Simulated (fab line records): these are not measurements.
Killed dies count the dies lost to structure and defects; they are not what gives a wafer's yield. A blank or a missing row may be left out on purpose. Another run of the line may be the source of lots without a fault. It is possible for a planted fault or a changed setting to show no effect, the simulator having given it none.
Which tool did it?    flow sky130    14 lots with 42 wafers sampled at 2 steps, on a route of 708 steps

== WHAT THE GAUGES SHOWED, per wafer ==
No reading from a measuring or inspecting step in the record can be judged against a usual standard deviation.

== EACH LOT AND THE TOOL THAT RAN IT (in order: tool; ch and the chambers of the sampled wafers; start) ==
lot   SKY_LDD_HVN_STRIP_09                 SKY_PAD_OPEN_PROBE_99
L782  plasmaAsher-04 ch 0,1, day 19 15:39  -
L784  plasmaAsher-04 ch 0,1, day 20 17:29  -
L785  plasmaAsher-03 ch 0,1, day 21 02:18  -
L786  plasmaAsher-04 ch 0,1, day 21 12:58  -
L787  plasmaAsher-04 ch 0,1, day 21 19:19  -
L788  plasmaAsher-04 ch 1, day 22 10:34    -
L789  plasmaAsher-02 ch 0,1, day 22 15:56  -
L791  plasmaAsher-04 ch 0,1, day 24 17:25  -
L793  plasmaAsher-02 ch 0,1, day 25 00:59  -
L794  plasmaAsher-02 ch 0, day 25 02:04    -
L798  plasmaAsher-02 ch 0,1, day 26 10:29  -
L800  plasmaAsher-02 ch 0, day 27 02:56    prober-01, day 49 20:22
L801  plasmaAsher-03 ch 0,1, day 27 03:17  -
L802  plasmaAsher-02 ch 0,1, day 27 13:49  prober-01, day 50 01:20
- SKY_LDD_HVN_STRIP_09: strips in O2/N2.
- SKY_PAD_OPEN_PROBE_99

== AS READ BY THE TOOLS THEMSELVES (means over the sampled wafers that have a number; for cases with no such wafer, the mark the record gives instead) ==
SKY_LDD_HVN_STRIP_09. Usual: drypumpMotorCurrentA 5.8 A, standard deviation 0.51; o2FlowSccm 3000 sccm, standard deviation 9.4; oesProductAu 0.408 a.u., standard deviation 0.0045; stripTimeToEndpointS 4.130 s, standard deviation 0.013.
lot   tool            drypumpMotorCurrentA (A)  o2FlowSccm (sccm)  oesProductAu (a.u.)  stripTimeToEndpointS (s)  flag
L782  plasmaAsher-04  5.9                       2988               0.403                4.126                     
L784  plasmaAsher-04  5.6                       2993               0.407                4.123                     
L785  plasmaAsher-03  6.7                       2998               0.406                4.133                     
L786  plasmaAsher-04  5.9                       3015               0.411                4.145                     
L787  plasmaAsher-04  5.6                       2990               0.407                4.157                     
L788  plasmaAsher-04  5.4                       3003               0.408                4.133                     
L789  plasmaAsher-02  5.5                       3003               0.408                4.134                     
L791  plasmaAsher-04  5.6                       2998               0.410                4.136                     
L793  plasmaAsher-02  5.5                       2993               0.406                4.113                     
L794  plasmaAsher-02  5.1                       3007               0.407                4.144                     
L798  plasmaAsher-02  5.7                       3004               0.408                4.127                     
L800  plasmaAsher-02  5.1                       3000               0.405                4.114                     
L801  plasmaAsher-03  6.7                       3011               0.407                4.118                     
L802  plasmaAsher-02  5.5                       3001               0.406                4.133                     

SKY_PAD_OPEN_PROBE_99. Usual: killed_at_M0_to_M3 44, standard deviation 7.2; killed_at_M4_up 3.1, standard deviation 1.8; killedAtContacts 24, standard deviation 4.5; killedAtFrontEnd 16, standard deviation 4.4; killedAtOther 0.2, standard deviation 0.42; killedDies 87, standard deviation 8.9; killedOpen 48, standard deviation 6.4; killedShort 39, standard deviation 6.2.
lot   tool       killed_at_M0_to_M3  killed_at_M4_up  killedAtContacts  killedAtFrontEnd  killedAtOther  killedDies  killedOpen  killedShort  flag
L800  prober-01  34                  4.7              25                87                0.3            151         42          35           OFF
L802  prober-01  37                  2.7              28                66                0.3            134         50          38           OFF

== THE ANSWER, worked out from the rows above alone ==
Rule: a lot is off if the mean of its wafers that have a number lies more than 3 standard deviations from the usual mean. Also off: a lot with no number at a reading for which 4 or more lots have one. All remaining lots with rows at the step are treated as sound. Order of review: gauges by route order, followed by the tools' own readings, for which a lot's mean as printed above is used. The first step at which some lot is off is used, and at that step the reading that is off furthest; a lot without a number counts as furthest.
Off: L800, L802 (SKY_PAD_OPEN_PROBE_99, killedAtFrontEnd). Neither off nor sound, because the step has no rows for them: L782, L784, L785, L786, L787, L788, L789, L791, L793, L794, L798, L801.
If a tool, at that step or one of the process steps before it, ran each lot that is off and ran no sound lot following the first of them, it fits. Undecided on this evidence; 2 tools fit (plasmaAsher-02 at SKY_LDD_HVN_STRIP_09, prober-01 at SKY_PAD_OPEN_PROBE_99).

== WHAT HAD BEEN PUT IN BY THE SIMULATOR ==
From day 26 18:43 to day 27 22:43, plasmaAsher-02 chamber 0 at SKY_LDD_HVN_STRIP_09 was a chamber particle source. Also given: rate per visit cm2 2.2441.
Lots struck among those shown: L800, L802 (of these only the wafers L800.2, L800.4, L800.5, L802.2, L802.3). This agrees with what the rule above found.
